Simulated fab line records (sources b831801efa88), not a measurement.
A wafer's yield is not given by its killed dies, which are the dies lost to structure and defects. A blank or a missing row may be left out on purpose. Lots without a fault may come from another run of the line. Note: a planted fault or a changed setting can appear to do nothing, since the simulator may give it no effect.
Problem report, 8D (eight disciplines) form, completed by code | flow sky130 | the parts of the form that need people (team, actions taken, sign-off) are left out

## 1. WHAT IS WRONG
LI_CONTACT_HDPCVD_THK at SKY_LI_CONTACT_THK_MEAS_01 reads a mean of 1126 nm on 1 wafer of 1 lot; wafers without a fault read 930 nm with a standard deviation of 11. That is +18 standard deviations from the usual mean.
First observed at day 33 21:25: wafer L490.3, on film metro-04. The record holds 33 wafers of 11 lots with a number at this step. Rule for "out", or "out of limits": more than 4 standard deviations from the usual mean. The rest of the wafers with a number are treated as sound.

## 2. WHAT IT IS AND WHAT IT IS NOT
question                    | is                    | is not
which readings at this step | LI_CONTACT_HDPCVD_THK | -
which lots                  | L490                  | L472, L473, L474, L479, L480, L481, L485, L486, L488, L489
which wafers of those lots  | L490.3                | L490.2, L490.5
read on which gauges        | film metro-04         | film metro-01, film metro-02
when                        | from day 33 21:25     | up to then (29 sound wafers); but 3 sound wafers of L489 came after

## 3. THE SUSPECTS, EACH WITH WHAT RULES IT OUT
Counting: a tool at a process step up to the reading stays a suspect if it ran every lot that is out. Sound lots after the first of them don't rule it out here, since some wafers of a struck lot are sound.
- ruled out: the gauge at SKY_LI_CONTACT_THK_MEAS_01. All the wafers that are out were read on film metro-04, but those of them that SKY_LI_CONTACT_HDPCVD_00 has rows for are out there too, on other tools.
- rie diel-01 at SKY_POLY_CUT_ETCH_11 (etches Si3N4 in CF4/CH2F2/Ar, stops on poly-Si, time 42.5 s, target depth 60 nm): kept. L490, the lot that is out, went through it at day 30 09:40; up to then, the latest sound lot through it was L486 at day 29 09:37.
- plasma asher-03 at SKY_POLY_CUT_STRIP_12 (strips in O2/N2): kept. L490, the lot that is out, went through it at day 30 09:43; up to then, the latest sound lot through it was L472 at day 24 03:22.
- hdpcvd-01 at SKY_LI_CONTACT_HDPCVD_00 (deposits PSG, target thk 930 nm, time 155 s): kept. L490, the lot that is out, went through it at day 33 21:18; up to then, the latest sound lot through it was L488 at day 33 14:07. Its own run length s readings are out on those wafers.
- Within hdpcvd-01 at SKY_LI_CONTACT_HDPCVD_00: the wafers that are out ran in chamber 0; their sound lot-mates ran in chambers 1, 2.
After the count, these remain: rie diel-01 at SKY_POLY_CUT_ETCH_11, plasma asher-03 at SKY_POLY_CUT_STRIP_12 and hdpcvd-01 at SKY_LI_CONTACT_HDPCVD_00.

## 4. THE CAUSE (what the simulator had put in)
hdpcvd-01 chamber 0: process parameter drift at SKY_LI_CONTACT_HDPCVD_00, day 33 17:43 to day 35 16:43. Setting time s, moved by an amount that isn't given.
Counting leaves 3 suspects; this tool is one of them.

## 5. THE CHAIN OF EFFECTS, in route order
One row per reading whose mean, taken over the struck wafers that have a number, lies over 3 standard deviations from the usual. Readings are gone through only where the record gives a usual standard deviation; hours: the median, over the lots, of the time from a lot's start at the first step in this table giving one to that lot's start at this step; sigmas: the change measured in usual standard deviations.
hours | step                       | reading               | usual   | on struck wafers | change | sigmas
0     | SKY_LI_CONTACT_HDPCVD_00   | run length s          | 182.3 s | 215.2            | +32.9  | +58
0     | SKY_LI_CONTACT_THK_MEAS_01 | LI_CONTACT_HDPCVD_THK | 930 nm  | 1126             | +196   | +18
1     | SKY_LI_CONTACT_CMP_02      | time to endpoint s    | 33.0 s  | 54.4             | +21.4  | +8.6
Here are the process steps it includes:
- SKY_LI_CONTACT_HDPCVD_00: deposits PSG, target thk 930 nm, time 155 s.
- SKY_LI_CONTACT_CMP_02: polishes PSG.

## 6. WHAT WOULD HAVE CAUGHT IT SOONER
In this record the first reading out of limits at a measuring or inspecting step was taken at day 33 21:25, 4 hours after the fault began at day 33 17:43.
The tool's own readings at SKY_LI_CONTACT_HDPCVD_00 were out on every struck wafer that the step has a row for (run length s): an alarm limit on them would have fired on the first of those.
Each of the lots that are out, 1 in all, had begun SKY_LI_CONTACT_HDPCVD_00 on hdpcvd-01 no later than day 33 21:25. None of them would have been spared by holding the tool at that moment.
